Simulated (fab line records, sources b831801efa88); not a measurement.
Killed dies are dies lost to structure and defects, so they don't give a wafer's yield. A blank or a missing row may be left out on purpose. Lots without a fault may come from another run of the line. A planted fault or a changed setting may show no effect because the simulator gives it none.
fab line records | flow gf180mcu
record lots=5 wafers=15 last_day=33
route steps=602 shown V5@549 TOP_METAL@567
lots that met no fault: from a run of the same line without faults
start_h: hours from the record's first day to the start of the lot's first wafer shown | wait_h: hours since the lot's step before | " the same as in the row above | L1.1+2: a row that stands for several wafers | - no value, or no start given | * or withheld: withheld | < > ~ a bound
route shown NAME@n: a module of which the file shows steps, and the number in the route of the first | usual: mean/standard deviation of fault-free wafers | same: alike in all rows | chamber/n: place in a boat | sites: the reading at each site | _std_site: their standard deviation | _edge_site: outer sites' mean less inner sites' | radius_mm: how far each site lies from the wafer's centre | mask NAME#n: copy n | behind: the tool/chamber that last shaped the wafer | hold: why the lot was held/for how many hours/how that ended | device: the transistor (n, p or np) that didn't switch | end of line: the same wafers' tests at the end of the route | a step without rows: its recipe alone | killed: dies lost to structure and defects at the first sort, not the wafer's yield | map: a wafer's dies, x killed, . not, _ none there
set.NAME: the setting as run; set.NAME@STEP: as run at that earlier step | model.NAME: the simulator's own value behind a step, which no gauge read
lots at some steps of the route; a table a step, a row a wafer
services: from which hour (start_h, from the record's first day; less than 0 if before it) a tool's chamber was out of use, for how many hours, and why
## steps
# step GF_V5_COAT_09
# recipe resist=KrF spin_rpm=withheld resist_thk_nm=1000
# columns lot.wafer tool chamber start_h wait_h
L074.1+5+6 litho_track-04 0 - -
L075.1+3+4 litho_track-04 0 - -
L082.4+5+6 litho_track-04 0 - -
L084.4+5+6 litho_track-03 0 - -
L093.2+4+5 litho_track-03 0 - -
# step GF_V5_SOFTBAKE_10
# recipe temp_c=130 time_s=60 resist=KrF
# columns lot.wafer tool chamber start_h wait_h
L074.1+5+6 litho_track-04 0 - -
L075.1+3+4 litho_track-04 0 - -
L082.4+5+6 litho_track-04 0 - -
L084.4+5+6 litho_track-03 0 - -
L093.2+4+5 litho_track-03 0 - -
# step GF_V5_EXPOSE_11
# recipe mask_id=Via5 target_cd_nm=260 na=0.68 source_shape=conventional sigma_outer=0.6 dose_mj=38
# usual reticle_temp_C=22.98/0.1
# columns lot.wafer tool chamber start_h wait_h mask reticle_temp_C
L074.1 krf_scanner-01 0 - - Via5#0 22.96
L074.5 " 0 " " Via5#0 22.79
L074.6 " 0 " " Via5#0 22.85
L075.1 krf_scanner-01 0 - - Via5#0 22.99
L075.3 " 0 " " Via5#0 22.98
L075.4 " 0 " " Via5#0 22.83
L082.4 krf_scanner-01 0 - - Via5#0 23.14
L082.5 " 0 " " Via5#0 23.15
L082.6 " 0 " " Via5#0 23.06
L084.4 krf_scanner-02 0 - - Via5#0 22.88
L084.5 " 0 " " Via5#0 22.97
L084.6 " 0 " " Via5#0 23.07
L093.2 krf_scanner-02 0 - - Via5#0 22.96
L093.4 " 0 " " Via5#0 22.88
L093.5 " 0 " " Via5#0 23.06
# step GF_V5_PEB_12
# recipe peb_temp_c=135 peb_time_s=90 resist=KrF
# columns lot.wafer tool chamber start_h wait_h
L074.1+5+6 litho_track-01 0 - -
L075.1+3+4 litho_track-04 0 - -
L082.4+5+6 litho_track-01 0 - -
L084.4+5+6 litho_track-03 0 - -
L093.2+4+5 litho_track-04 0 - -
# step GF_V5_DEVELOP_13
# recipe develop_time_s=60 resist=KrF dev_temp_c=21
# same develop_time_s=60
# columns lot.wafer tool chamber start_h wait_h
L074.1+5+6 litho_track-01 0 636.59 0.2
L075.1+3+4 litho_track-04 0 646.76 0.2
L082.4+5+6 litho_track-01 0 694.51 0.1
L084.4+5+6 litho_track-03 0 702.58 0.1
L093.2+4+5 litho_track-04 0 761.63 0.2
# step GF_V5_CD_MEAS_14
# recipe target_cd_nm=260
# usual cd_nm=260.2/1.1
# columns lot.wafer tool chamber start_h wait_h cd_nm
L074.1 cd_sem-01 - 636.74 0.1 260.8
L074.5 " - " " 261.1
L074.6 " - " " 259.5
L075.1 cd_sem-02 - 646.91 0.1 259.2
L075.3 " - " " 259.2
L075.4 " - " " 258.1
L082.4 cd_sem-02 - 694.65 0.1 261.4
L082.5 " - " " 260.7
L082.6 " - " " 261.1
L084.4 cd_sem-02 - 702.72 0.1 259.7
L084.5 " - " " 259.0
L084.6 " - " " 261.2
L093.2 cd_sem-02 - 761.78 0.1 260.1
L093.4 " - " " 260.7
L093.5 " - " " 259.9
# step GF_V5_OVL_MEAS_15
# usual V5_OVL=2/5.4
# columns lot.wafer tool chamber start_h wait_h V5_OVL[nm]
L074.1 overlay-01 - 636.86 0.1 10
L074.5 " - " " 8
L074.6 " - " " -2
L075.1 overlay-02 - 647.03 0.1 -2
L075.3 " - " " 3
L075.4 " - " " -3
L082.4 overlay-02 - 694.72 0.1 6
L082.5 " - " " 10
L082.6 " - " " 10
L084.4 overlay-02 - 702.80 0.1 2
L084.5 " - " " 2
L084.6 " - " " 1
L093.2 overlay-02 - 761.88 0.1 1
L093.4 " - " " 8
L093.5 " - " " 2
# step GF_V5_ETCH_16
# recipe chemistry=N2/H2 target_depth_a=withheld overetch_a=withheld time_s=withheld target=BARC ion_energy_ev=200 source_w=500 bias_w=100 pressure_mtorr=30 n2_flow_sccm=100 h2_flow_sccm=200
# usual bias_w=100.0/0.31 chamber_pressure_mTorr=30.001/0.028 drypump_motor_current_A=5.7/0.4 n2_flow_sccm=100.0/0.33 oes_product_au=0.854/0.0046 throttle_valve_pct=13.224/0.0089
# columns lot.wafer tool chamber start_h wait_h bias_w chamber_pressure_mTorr drypump_motor_current_A n2_flow_sccm oes_product_au throttle_valve_pct
L074.1 rie_diel-03 0 636.89 0.0 100.1 29.984 5.5 99.8 0.851 13.225
L074.5 " 0 " " 100.4 29.988 5.5 100.0 0.856 13.230
L074.6 " 2 " " 100.2 29.996 5.1 99.6 0.858 13.215
L075.1 rie_diel-03 0 647.07 0.0 100.3 29.993 5.5 100.3 0.853 13.229
L075.3 " 1 " " 99.9 30.018 6.1 99.6 0.860 13.232
L075.4 " 2 " " 100.0 30.031 5.1 100.4 0.857 13.232
L082.4 rie_diel-01 0 694.74 0.0 100.2 30.007 6.0 100.0 0.850 13.231
L082.5 " 3 " " 100.3 30.026 5.5 99.7 0.856 13.228
L082.6 " 0 " " 100.2 30.015 6.0 99.6 0.862 13.225
L084.4 rie_diel-01 3 702.82 0.0 100.1 29.985 5.5 100.0 0.855 13.228
L084.5 " 3 " " 100.3 30.025 5.5 100.1 0.861 13.219
L084.6 " 0 " " 99.7 29.970 6.0 99.9 0.856 13.230
L093.2 rie_diel-04 2 761.91 0.0 100.1 29.967 5.5 100.0 0.858 13.216
L093.4 " 0 " " 100.0 29.993 5.3 99.7 0.862 13.226
L093.5 " 0 " " 100.2 30.003 5.3 100.2 0.851 13.239
# step GF_V5_ETCH_17
# recipe chemistry=C4F8/O2/Ar mask_material=KrF target=SiO2 stop_on=TiN source_w=1500 bias_w=1200 pressure_mtorr=40 c4f8_flow_sccm=withheld O2_flow_sccm=6 Ar_flow_sccm=300 time_s=withheld target_depth_a=8550
# usual bias_w=1200/3.7 chamber_pressure_mTorr=40.00/0.036 oes_product_au=0.860/0.0045
# columns lot.wafer tool chamber start_h wait_h bias_w chamber_pressure_mTorr oes_product_au
L074.1 rie_diel-03 0 - - 1199 40.02 0.867
L074.5 " 0 " " 1199 40.02 0.862
L074.6 " 2 " " 1202 40.01 0.863
L075.1 rie_diel-03 0 - - 1196 40.01 0.858
L075.3 " 1 " " 1204 39.99 0.855
L075.4 " 2 " " 1196 39.99 0.856
L082.4 rie_diel-01 0 - - 1204 40.04 0.857
L082.5 " 3 " " 1200 40.06 0.859
L082.6 " 0 " " 1193 39.91 0.864
L084.4 rie_diel-01 3 - - 1196 40.02 0.853
L084.5 " 3 " " 1193 40.02 0.859
L084.6 " 0 " " 1201 40.01 0.853
L093.2 rie_diel-04 2 - - 1191 39.95 0.858
L093.4 " 0 " " 1205 39.92 0.861
L093.5 " 0 " " 1201 40.01 0.864
# step GF_V5_STRIP_18
# recipe chemistry=O2/N2 power_w=1400 pressure_mtorr=1500 platen_temp_c=250 o2_flow_sccm=3000 n2_flow_sccm=300 overash_fraction=0.5
# usual chamber_pressure_mTorr=1499.9/1.4 drypump_motor_current_A=5.4/0.45 heater_power_w=316/29 n2_flow_sccm=300.1/0.76 oes_product_au=0.569/0.0046
# columns lot.wafer tool chamber start_h wait_h chamber_pressure_mTorr drypump_motor_current_A heater_power_w n2_flow_sccm oes_product_au rf_hours_counter_h
L074.1 plasma_asher-01 0 637.05 - 1498.2 5.8 306 300.6 0.572 53
L074.5 " 1 " " 1500.2 5.1 294 298.5 0.562 -
L074.6 " 0 " " 1499.1 5.8 311 300.6 0.577 -
L075.1 plasma_asher-01 0 647.22 - 1501.9 5.8 306 299.6 0.566 54
L075.3 " 0 " " 1500.0 5.8 312 300.3 0.565 -
L075.4 " 1 " " 1499.8 5.1 304 299.3 0.567 -
L082.4 plasma_asher-03 1 694.93 - 1499.6 6.0 309 301.6 0.563 -
L082.5 " 1 " " 1502.7 6.0 310 299.9 0.570 -
L082.6 " 0 " " 1499.2 5.1 394 299.8 0.567 -
L084.4 plasma_asher-02 1 703.00 - 1500.3 5.8 307 298.3 0.566 -
L084.5 " 0 " " 1503.0 4.8 321 299.6 0.566 -
L084.6 " 1 " " 1501.5 5.8 303 299.0 0.568 -
L093.2 plasma_asher-03 0 762.07 - 1499.1 5.1 362 299.6 0.570 2
L093.4 " 1 " " 1499.7 6.0 286 299.6 0.562 -
L093.5 " 0 " " 1498.0 5.1 374 300.1 0.562 -
# step GF_V5_STRIP_19
# recipe chemistry=post_etch_residue_remover time_s=1200 temp_c=72.5
# columns lot.wafer tool chamber start_h wait_h
L074.1+5+6 wet_bench-01 0 637.15 0.1
L075.1+3+4 wet_bench-02 2 647.32 0.1
L082.4+5+6 wet_bench-04 3 694.99 0.0
L084.4+5+6 wet_bench-04 2 703.07 0.0
L093.2+4+5 wet_bench-02 1 762.17 0.1
# step GF_V5_CLEAN_20
# recipe chemistry=DIW dry=n2_spin
# columns lot.wafer tool chamber start_h wait_h
L074.1+5+6 wet_bench-04 3 637.49 0.0
L075.1+3+4 wet_bench-04 2 647.66 0.0
L082.4+5+6 wet_bench-01 0 695.34 0.0
L084.4+5+6 wet_bench-02 0 703.41 0.0
L093.2+4+5 wet_bench-02 2 762.51 0.0
# step GF_V5_SPUTTER_21
# recipe material=Ti target_thk_nm=15 chamber_pressure_pa=5 power_w=2500 substrate_temp_c=200 time_s=80.02
# usual throttle_valve_pct=30.3/1
# columns lot.wafer tool chamber start_h wait_h throttle_valve_pct
L074.1 pvd_sputter-02 - 637.58 0.0 30.9
L074.5 " - " " 30.1
L074.6 " - " " 31.1
L075.1 pvd_sputter-02 - 647.76 0.0 31.9
L075.3 " - " " 30.2
L075.4 " - " " 30.9
L082.4 pvd_sputter-04 - 695.43 0.0 29.2
L082.5 " - " " 30.7
L082.6 " - " " 30.3
L084.4 pvd_sputter-03 - 703.50 0.0 30.8
L084.5 " - " " 29.2
L084.6 " - " " 28.3
L093.2 pvd_sputter-04 - 762.60 0.0 30.2
L093.4 " - " " 30.3
L093.5 " - " " 29.1
# step GF_V5_SPUTTER_22
# recipe material=TiN target_thk_nm=10 chamber_pressure_pa=5 power_w=4000 time_s=40
# usual throttle_valve_pct=30.3/1
# columns lot.wafer tool chamber start_h wait_h throttle_valve_pct
L074.1 pvd_sputter-02 - 637.64 0.0 30.6
L074.5 " - " " 30.3
L074.6 " - " " 30.7
L075.1 pvd_sputter-02 - 647.82 0.0 31.8
L075.3 " - " " 30.4
L075.4 " - " " 30.8
L082.4 pvd_sputter-04 - 695.49 0.0 29.3
L082.5 " - " " 30.5
L082.6 " - " " 30.2
L084.4 pvd_sputter-03 - 703.56 0.0 30.9
L084.5 " - " " 29.3
L084.6 " - " " 28.0
L093.2 pvd_sputter-04 - 762.66 0.0 30.0
L093.4 " - " " 30.2
L093.5 " - " " 29.3
# step GF_V5_CVD_23
# recipe material=W target_thk_nm=350 time_s=104.9 temp_c=400 pressure_torr=40
# usual heater_power_w=869/51
# columns lot.wafer tool chamber start_h wait_h heater_power_w
L074.1 cvd_w-01 1 637.68 0.0 770
L074.5 " 1 " " 780
L074.6 " 0 " " 855
L075.1 cvd_w-01 0 647.86 0.0 858
L075.3 " 1 " " 785
L075.4 " 0 " " 864
L082.4 cvd_w-02 0 695.57 0.1 909
L082.5 " 0 " " 868
L082.6 " 1 " " 926
L084.4 cvd_w-02 1 703.64 0.1 930
L084.5 " 1 " " 907
L084.6 " 0 " " 857
L093.2 cvd_w-01 0 762.70 0.0 858
L093.4 " 0 " " 873
L093.5 " 1 " " 809
# step GF_V5_RS_MEAS_24
# recipe thk_meas_gauge=four-point-probe reads=W_of_V5_CVD_23+TiN_of_V5_SPUTTER_22+Ti_of_V5_SPUTTER_21
# usual V5_W_RS=0.330/0.0032
# columns lot.wafer tool chamber start_h wait_h V5_W_RS[ohm/sq]
L074.1 film_metro-01 - 637.79 0.1 0.333
L074.5 " - " " 0.337
L074.6 " - " " 0.334
L075.1 film_metro-01 - 647.97 0.1 0.336
L075.3 " - " " 0.331
L075.4 " - " " 0.334
L082.4 film_metro-04 - 695.70 0.1 0.328
L082.5 " - " " 0.328
L082.6 " - " " 0.334
L084.4 film_metro-01 - 703.77 0.1 0.330
L084.5 " - " " 0.333
L084.6 " - " " 0.333
L093.2 film_metro-02 - 762.83 0.1 0.329
L093.4 " - " " 0.328
L093.5 " - " " 0.330
# step GF_V5_THK_MEAS_25
# recipe thk_meas_gauge=xrf reads=W_of_V5_CVD_23
# usual V5_W_THK=348/5.6
# columns lot.wafer tool chamber start_h wait_h V5_W_THK[nm]
L074.1 film_metro-01 - 637.91 0.1 341
L074.5 " - " " 336
L074.6 " - " " 342
L075.1 film_metro-01 - 648.09 0.1 336
L075.3 " - " " 340
L075.4 " - " " 339
L082.4 film_metro-04 - 695.79 0.1 353
L082.5 " - " " 353
L082.6 " - " " 346
L084.4 film_metro-01 - 703.86 0.1 344
L084.5 " - " " 341
L084.6 " - " " 341
L093.2 film_metro-02 - 762.94 0.1 353
L093.4 " - " " 354
L093.5 " - " " 352
# step GF_V5_CMP_26
# recipe stop_on=SiO2 down_force_psi=3.5 platen_rpm=60 t_overpolish_s=15 target_thk_nm=0 pad_velocity_m_s=0.94248
# usual motor_current_A=11.7/1.2 overpolish_run_s=14.998/0.009 slurry_flow_ml_min=150.0/0.46 time_to_endpoint_s=85/5.3
# columns lot.wafer tool chamber start_h wait_h motor_current_A overpolish_run_s slurry_flow_ml_min time_to_endpoint_s
L074.1 cmp-01 2 637.97 0.1 12.4 15.011 149.6 84
L074.6 " 2 " " 12.5 15.001 149.6 85
L074.5 " 3 " " 10.7 14.987 150.0 80
L075.4 cmp-01 3 648.15 0.0 11.2 15.013 149.9 79
L075.3 " 0 " " 13.8 14.999 150.4 91
L075.1 " 1 " " 11.5 14.992 149.6 83
L082.4 cmp-01 0 695.97 0.2 12.9 14.989 149.8 94
L082.5 " 1 " " 12.0 15.004 149.7 88
L082.6 " 2 " " 12.7 14.995 150.4 85
L084.4 cmp-01 2 703.94 0.1 12.6 14.997 149.6 85
L084.5 " 1 " " 12.0 15.017 149.8 85
L084.6 " 2 " " 12.9 14.983 150.5 85
L093.2 cmp-02 1 762.99 0.0 10.0 14.995 150.2 93
L093.4 " 3 " " 10.6 14.988 149.6 82
L093.5 " 1 " " 10.3 14.996 150.5 91
# step GF_TOP_METAL_SPUTTER_00
# recipe material=Ti target_thk_nm=37.5 arriving_ion_energy_ev=80 substrate_temp_c=200 chamber_pressure_pa=2 power_w=4000 time_s=150
# usual throttle_valve_pct=30.0/1.3
# columns lot.wafer tool chamber start_h wait_h throttle_valve_pct
L074.1 pvd_sputter-03 - 638.27 0.2 30.6
L074.5 " - " " 29.0
L074.6 " - " " 28.1
L075.1 pvd_sputter-03 - 648.45 0.1 30.5
L075.3 " - " " 28.0
L075.4 " - " " 29.3
L082.4 pvd_sputter-03 - 696.12 0.1 28.1
L082.5 " - " " 30.4
L082.6 " - " " 31.3
L084.4 pvd_sputter-01 - 704.19 0.2 29.2
L084.5 " - " " 29.5
L084.6 " - " " 29.5
L093.2 pvd_sputter-03 - 763.29 0.2 28.3
L093.4 " - " " 30.5
L093.5 " - " " 30.6
# step GF_TOP_METAL_SPUTTER_01
# recipe material=TiN target_thk_nm=30 power_w=6500 time_s=25 chamber_pressure_pa=0.4
# usual throttle_valve_pct=30.1/1.2
# columns lot.wafer tool chamber start_h wait_h throttle_valve_pct
L074.1 pvd_sputter-03 - 638.37 0.1 30.6
L074.5 " - " " 29.4
L074.6 " - " " 28.3
L075.1 pvd_sputter-03 - 648.55 0.1 30.7
L075.3 " - " " 28.3
L075.4 " - " " 29.2
L082.4 pvd_sputter-03 - 696.22 0.1 28.2
L082.5 " - " " 30.4
L082.6 " - " " 30.7
L084.4 pvd_sputter-01 - 704.29 0.1 29.4
L084.5 " - " " 29.7
L084.6 " - " " 29.1
L093.2 pvd_sputter-03 - 763.39 0.1 28.1
L093.4 " - " " 30.3
L093.5 " - " " 30.7
# step GF_TOP_METAL_SPUTTER_02
# recipe material=AlCu target_thk_nm=900 power_w=10600 chamber_pressure_pa=0.3 substrate_temp_c=250 gas=Ar time_s=47.82
# usual throttle_valve_pct=30.1/1.2
# columns lot.wafer tool chamber start_h wait_h throttle_valve_pct
L074.1 pvd_sputter-03 - 638.40 0.0 30.9
L074.5 " - " " 29.2
L074.6 " - " " 27.8
L075.1 pvd_sputter-03 - 648.58 0.0 30.5
L075.3 " - " " 28.2
L075.4 " - " " 29.0
L082.4 pvd_sputter-03 - 696.25 0.0 28.2
L082.5 " - " " 30.5
L082.6 " - " " 31.1
L084.4 pvd_sputter-01 - 704.32 0.0 29.2
L084.5 " - " " 29.5
L084.6 " - " " 29.1
L093.2 pvd_sputter-03 - 763.42 0.0 28.2
L093.4 " - " " 30.8
L093.5 " - " " 30.4
# step GF_TOP_METAL_SPUTTER_03
# recipe material=Ti target_thk_nm=5 substrate_temp_c=300 chamber_pressure_pa=0.3 power_w=3000 time_s=3.3
# usual throttle_valve_pct=30.0/1.2
# columns lot.wafer tool chamber start_h wait_h throttle_valve_pct
L074.1 pvd_sputter-03 - 638.44 0.0 30.5
L074.5 " - " " 29.3
L074.6 " - " " 28.2
L075.1 pvd_sputter-03 - 648.63 0.0 30.6
L075.3 " - " " 28.3
L075.4 " - " " 29.0
L082.4 pvd_sputter-03 - 696.29 0.0 28.0
L082.5 " - " " 30.6
L082.6 " - " " 30.8
L084.4 pvd_sputter-01 - 704.37 0.0 29.1
L084.5 " - " " 29.5
L084.6 " - " " 29.2
L093.2 pvd_sputter-03 - 763.47 0.0 28.1
L093.4 " - " " 30.5
L093.5 " - " " 30.4
# step GF_TOP_METAL_SPUTTER_04
# recipe material=TiN target_thk_nm=25 power_w=6500 time_s=20.8 chamber_pressure_pa=0.4
# usual throttle_valve_pct=30.0/1.3
# columns lot.wafer tool chamber start_h wait_h throttle_valve_pct
L074.1 pvd_sputter-03 - 638.46 0.0 30.7
L074.5 " - " " 29.3
L074.6 " - " " 27.9
L075.1 pvd_sputter-03 - 648.65 0.0 30.7
L075.3 " - " " 27.9
L075.4 " - " " 29.1
L082.4 pvd_sputter-03 - 696.31 0.0 28.3
L082.5 " - " " 30.5
L082.6 " - " " 31.0
L084.4 pvd_sputter-01 - 704.39 0.0 29.1
L084.5 " - " " 29.4
L084.6 " - " " 29.2
L093.2 pvd_sputter-03 - 763.48 0.0 28.0
L093.4 " - " " 30.5
L093.5 " - " " 30.1
# step GF_TOP_METAL_RS_MEAS_05
# recipe thk_meas_gauge=four-point-probe reads=TiN_of_TOP_METAL_SPUTTER_04+Ti_of_TOP_METAL_SPUTTER_03+AlCu_of_TOP_METAL_SPUTTER_02+TiN_of_TOP_METAL_SPUTTER_01+Ti_of_TOP_METAL_SPUTTER_00
# usual TOP_METAL_ALCU_RS=0.0330/0.0005
# columns lot.wafer tool chamber start_h wait_h TOP_METAL_ALCU_RS[ohm/sq]
L074.1 film_metro-01 - 638.49 0.0 0.0331
L074.5 " - " " 0.0333
L074.6 " - " " 0.0331
L075.1 film_metro-03 - 648.67 0.0 0.0328
L075.3 " - " " 0.0329
L075.4 " - " " 0.0329
L082.4 film_metro-01 - 696.40 0.1 0.0324
L082.5 " - " " 0.0325
L082.6 " - " " 0.0325
L084.4 film_metro-01 - 704.47 0.1 0.0334
L084.5 " - " " 0.0332
L084.6 " - " " 0.0333
L093.2 film_metro-01 - 763.53 0.0 0.0330
L093.4 " - " " 0.0327
L093.5 " - " " 0.0327
# step GF_TOP_METAL_THK_MEAS_06
# recipe thk_meas_gauge=xrf reads=AlCu_of_TOP_METAL_SPUTTER_02
# usual TOP_METAL_ALCU_THK=892/14
# columns lot.wafer tool chamber start_h wait_h TOP_METAL_ALCU_THK[nm]
L074.1 film_metro-01 - 638.61 0.1 890
L074.5 " - " " 881
L074.6 " - " " 887
L075.1 film_metro-03 - 648.79 0.1 903
L075.3 " - " " 891
L075.4 " - " " 898
L082.4 film_metro-01 - 696.49 0.1 902
L082.5 " - " " 905
L082.6 " - " " 903
L084.4 film_metro-01 - 704.56 0.1 875
L084.5 " - " " 888
L084.6 " - " " 884
L093.2 film_metro-01 - 763.64 0.1 886
L093.4 " - " " 899
L093.5 " - " " 899
# step GF_TOP_METAL_DEHYDRATE_07
# recipe temp_c=200 time_s=60
# columns lot.wafer tool chamber start_h wait_h
L074.1+5+6 litho_track-01 0 647.84 9.2
L075.1+3+4 litho_track-01 0 657.89 9.1
L082.4+5+6 litho_track-02 0 705.00 8.5
L084.4+5+6 litho_track-02 0 713.00 8.4
L093.2+4+5 litho_track-03 0 771.03 7.4
# step GF_TOP_METAL_HMDS_08
# recipe prime_time_s=60 prime_temp_c=120
# columns lot.wafer tool chamber start_h wait_h
L074.1+5+6 litho_track-01 0 647.99 0.1
L075.1+3+4 litho_track-01 0 658.04 0.1
L082.4+5+6 litho_track-02 0 705.15 0.1
L084.4+5+6 litho_track-02 0 713.15 0.1
L093.2+4+5 litho_track-03 0 771.18 0.1
# step GF_TOP_METAL_COAT_09
# recipe resist=NOVOLAK spin_rpm=3000 resist_thk_nm=1500
# columns lot.wafer tool chamber start_h wait_h
L074.1+5+6 litho_track-01 0 648.14 0.1
L075.1+3+4 litho_track-01 0 658.19 0.1
L082.4+5+6 litho_track-02 0 705.30 0.1
L084.4+5+6 litho_track-02 0 713.30 0.1
L093.2+4+5 litho_track-03 0 771.33 0.1
# step GF_TOP_METAL_SOFTBAKE_10
# recipe temp_c=90 time_s=60 resist=NOVOLAK
# columns lot.wafer tool chamber start_h wait_h
L074.1+5+6 litho_track-01 0 648.29 0.1
L075.1+3+4 litho_track-01 0 658.34 0.1
L082.4+5+6 litho_track-02 0 705.45 0.1
L084.4+5+6 litho_track-02 0 713.45 0.1
L093.2+4+5 litho_track-03 0 771.48 0.1
# step GF_TOP_METAL_EXPOSE_11
# recipe mask_id=MetalTop target_cd_nm=440 na=0.6 source_shape=conventional sigma_outer=0.6 dose_mj=170
# usual reticle_temp_C=23.00/0.1
# columns lot.wafer tool chamber start_h wait_h mask reticle_temp_C
L074.1 iline_stepper-01 0 - - MetalTop#0 22.99
L074.5 " 0 " " MetalTop#0 23.05
L074.6 " 0 " " MetalTop#0 22.83
L075.1 iline_stepper-01 0 - - MetalTop#0 22.96
L075.3 " 0 " " MetalTop#0 23.04
L075.4 " 0 " " MetalTop#0 22.97
L082.4 iline_stepper-01 0 - - MetalTop#0 23.06
L082.5 " 0 " " MetalTop#0 23.11
L082.6 " 0 " " MetalTop#0 23.12
L084.4 iline_stepper-02 0 - - MetalTop#0 22.95
L084.5 " 0 " " MetalTop#0 22.99
L084.6 " 0 " " MetalTop#0 23.04
L093.2 iline_stepper-02 0 - - MetalTop#0 23.14
L093.4 " 0 " " MetalTop#0 22.95
L093.5 " 0 " " MetalTop#0 23.10
# step GF_TOP_METAL_PEB_12
# recipe temp_c=withheld time_s=* resist=NOVOLAK
# columns lot.wafer tool chamber start_h wait_h
L074.1+5+6 litho_track-03 0 - -
L075.1+3+4 litho_track-01 0 - -
L082.4+5+6 litho_track-01 0 - -
L084.4+5+6 litho_track-01 0 - -
L093.2+4+5 litho_track-02 0 - -
# step GF_TOP_METAL_DEVELOP_13
# recipe develop_time_s=60 dev_temp_c=23
# same develop_time_s=60
# columns lot.wafer tool chamber start_h wait_h
L074.1+5+6 litho_track-03 0 657.91 0.1
L075.1+3+4 litho_track-01 0 667.49 0.1
L082.4+5+6 litho_track-01 0 714.06 0.1
L084.4+5+6 litho_track-01 0 722.36 0.1
L093.2+4+5 litho_track-02 0 778.80 0.1
# step GF_TOP_METAL_CD_MEAS_14
# recipe target_cd_nm=440
# usual cd_nm=439.4/2.2
# columns lot.wafer tool chamber start_h wait_h cd_nm
L074.1 cd_sem-02 - 658.06 0.1 436.6
L074.5 " - " " 441.5
L074.6 " - " " 437.8
L075.1 cd_sem-02 - 667.64 0.1 439.7
L075.3 " - " " 440.4
L075.4 " - " " 442.6
L082.4 cd_sem-02 - 714.20 0.1 442.6
L082.5 " - " " 444.2
L082.6 " - " " 444.9
L084.4 cd_sem-01 - 722.50 0.1 437.8
L084.5 " - " " 437.9
L084.6 " - " " 438.3
L093.2 cd_sem-01 - 778.95 0.1 438.8
L093.4 " - " " 439.9
L093.5 " - " " 437.3
# step GF_TOP_METAL_OVL_MEAS_15
# usual TOP_METAL_OVL=-0.2/1.4
# columns lot.wafer tool chamber start_h wait_h TOP_METAL_OVL[nm]
L074.1 overlay-02 - 658.18 0.1 -0.4
L074.5 " - " " -2.2
L074.6 " - " " -0.9
L075.1 overlay-02 - 667.76 0.1 -1.2
L075.3 " - " " 0.7
L075.4 " - " " -1.2
L082.4 overlay-02 - 714.27 0.1 -1.2
L082.5 " - " " -1.8
L082.6 " - " " 0.9
L084.4 overlay-01 - 722.57 0.1 -1.6
L084.5 " - " " -0.6
L084.6 " - " " 0.3
L093.2 overlay-02 - 779.05 0.1 1.8
L093.4 " - " " 1.1
L093.5 " - " " 1.0
# step GF_TOP_METAL_METAL_ETCH_16
# recipe chemistry=Cl2/BCl3 mask_material=NOVOLAK target_depth_nm=1077.5 stop_on=SiO2 pressure_mtorr=8 icp_w=800 bias_w=140 Cl2_flow_sccm=80 bcl3_flow_sccm=40 time_s=179.6
# usual bias_w=140.0/0.44 chamber_pressure_mTorr=8.001/0.0072 drypump_motor_current_A=5.7/0.4 oes_product_au=0.963/0.0086 throttle_valve_pct=28.262/0.012
# columns lot.wafer tool chamber start_h wait_h bias_w chamber_pressure_mTorr drypump_motor_current_A oes_product_au rf_hours_counter_h throttle_valve_pct
L074.1 rie_metal-03 1 658.22 0.0 140.7 8.001 5.8 0.964 9 28.262
L074.5 " 1 " " 139.1 7.994 5.7 0.953 - 28.274
L074.6 " 1 " " 140.0 7.998 5.8 0.968 - 28.264
L075.1 rie_metal-03 1 667.79 0.0 140.4 8.000 5.7 0.972 10 28.245
L075.3 " 1 " " 139.9 8.014 5.7 0.963 - 28.255
L075.4 " 0 " " 140.4 8.001 5.4 0.969 - 28.265
L082.4 rie_metal-03 0 714.35 0.1 139.8 8.003 5.4 0.972 - 28.231
L082.5 " 1 " " 139.9 7.994 5.8 0.970 - 28.252
L082.6 " 0 " " 140.0 7.999 5.4 0.965 - 28.255
L084.4 rie_metal-01 0 722.82 0.2 140.2 8.003 6.3 0.959 - 28.278
L084.5 " 0 " " 140.4 7.992 6.4 0.958 - 28.247
L084.6 " 0 " " 140.6 8.005 6.4 0.952 - 28.263
L093.2 rie_metal-02 1 779.08 0.0 140.2 7.996 5.7 0.971 3 28.250
L093.4 " 0 " " 139.4 8.007 5.2 0.973 - 28.267
L093.5 " 1 " " 139.5 8.002 5.7 0.956 - 28.258
## services
# columns tool chamber start_h hours kind
rie_diel-01 0 606.38 32.7 repair
pvd_sputter-04 - 606.44 3.1 repair
pvd_sputter-02 - 608.21 1.5 repair
pvd_sputter-04 - 630.15 7.7 repair
cmp-01 - 632.57 5.3 pm
rie_diel-03 - 641.52 2.8 pm
krf_scanner-01 - 649.91 0.6 repair
cvd_w-01 1 658.84 10.1 repair
krf_scanner-01 - 661.02 0.8 pm
pvd_sputter-02 - 662.46 2.6 repair
krf_scanner-01 - 672.60 0.2 repair
cmp-01 - 682.65 1.1 repair
rie_diel-03 - 684.51 15.6 pm
krf_scanner-01 - 693.46 1.3 pm
krf_scanner-01 - 695.46 1.0 pm
cvd_w-01 1 695.57 3.4 repair
cvd_w-01 - 698.71 2.8 pm
pvd_sputter-04 - 712.74 0.7 repair
pvd_sputter-04 - 718.97 1.5 repair
cmp-01 - 744.25 4.0 pm
pvd_sputter-02 - 750.58 2.0 repair
rie_diel-01 2 757.83 3.0 repair
rie_diel-03 - 763.71 0.4 repair
wet_bench-02 - 772.34 1.0 repair
## key
fault none
